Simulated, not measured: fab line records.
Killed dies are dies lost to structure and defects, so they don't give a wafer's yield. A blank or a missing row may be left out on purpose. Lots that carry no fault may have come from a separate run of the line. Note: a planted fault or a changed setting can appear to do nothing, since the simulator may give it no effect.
A struck lot beside a sound one -- flow sky130 -- 15 steps out of a route of 708
Sound: wafers L450.1, L450.2, L450.6. The struck wafers were L458.1, L458.4, L458.6. The cause is named last.
Each step with rows lists, per side, the tool, then ch with its chambers, then its first start. Under that, the readings that differ: sound wafers -- struck wafers -- difference of the means -- sigmas: that difference in standard deviations of wafers without a fault.
alike: readings whose means differ by less than 2 such deviations, and words and numbers that are the same on both sides. not compared: withheld readings, readings that some wafer has no value for, bounds like >300 that may hide the same value, and numbers for which the record gives no deviation and whose values overlap.
The two part at a step that has a row with sigmas, a row that says differs or no value, or rows on one side only. Numbers that don't overlap but have no deviation are shown without sigmas and don't part them. A reading that every wafer of one side lacks parts them only if that side has two wafers or more.

first, 4 steps without rows for these wafers: SKY_LDD_N_SOFTBAKE_03 (time 60 s); SKY_LDD_N_EXPOSE_04 (exposes mask NTM, target cd 840 nm); SKY_LDD_N_PEB_05; SKY_LDD_N_DEVELOP_06 (develop time 60 s).
SKY_LDD_N_OVL_MEAS_07:
  sound on overlay-02, day 18 09:14; struck on overlay-02, day 21 11:14
  alike: LDD_N_OVL
then, 7 steps without rows for these wafers: SKY_LDD_N_IMPLANT_08; SKY_LDD_N_IMPLANT_09; SKY_LDD_N_IMPLANT_10; SKY_LDD_N_IMPLANT_11; SKY_LDD_N_IMPLANT_12; SKY_LDD_N_IMPLANT_13; SKY_LDD_N_IMPLANT_14.
SKY_LDD_N_IMPLANT_15:
  sound on implanter-01 ch 0, day 18 10:19; struck on implanter-03 ch 0, day 21 12:20
reading,sound,struck,difference,sigmas
tilt_deg (degrees),30.033 30.034 30.027,0.011 -0.005 0.001,-30.029,-99 or more
  alike: beam_on_s
SKY_LDD_N_STRIP_16: strips in O2/N2.
  sound on plasma_asher-03 ch 0,1, day 18 10:28; struck on plasma_asher-03 ch 0,1, day 21 12:29
reading,sound,struck,difference,sigmas
strip_time_to_endpoint_s (s),4.333 4.346 4.319,4.301 4.306 4.296,-0.032,-2
  alike: drypump_motor_current_A, oes_product_au
  not compared: rf_hours_counter_h
-- record jumps: 27 days separate the struck wafers' starts on either side; left off in module LDD_N, taken up again in module PAD_OPEN, whose first shown step is the route's number 708 --
SKY_PAD_OPEN_PROBE_99:
  sound on prober-02, day 46 03:55; struck on prober-02, day 48 05:45
reading,sound,struck,difference,sigmas
killed_at_M4_up,5 3 6,1 1 0,-4,-2
model.etest.nfet_01v8_turned.vt_sat_v (V),0.647 0.6421 0.6462,0.6225 0.614 0.6238,-0.0250,
  alike: killed_at_M0_to_M3, killed_at_contacts, killed_at_front_end, killed_dies, killed_open, killed_short

## WHERE THEY PART
First at SKY_LDD_N_IMPLANT_15; last, within this record, at SKY_PAD_OPEN_PROBE_99.

WHY: what had been put in by the simulator
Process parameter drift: implanter-03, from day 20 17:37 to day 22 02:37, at SKY_LDD_N_IMPLANT_15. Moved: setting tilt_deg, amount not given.
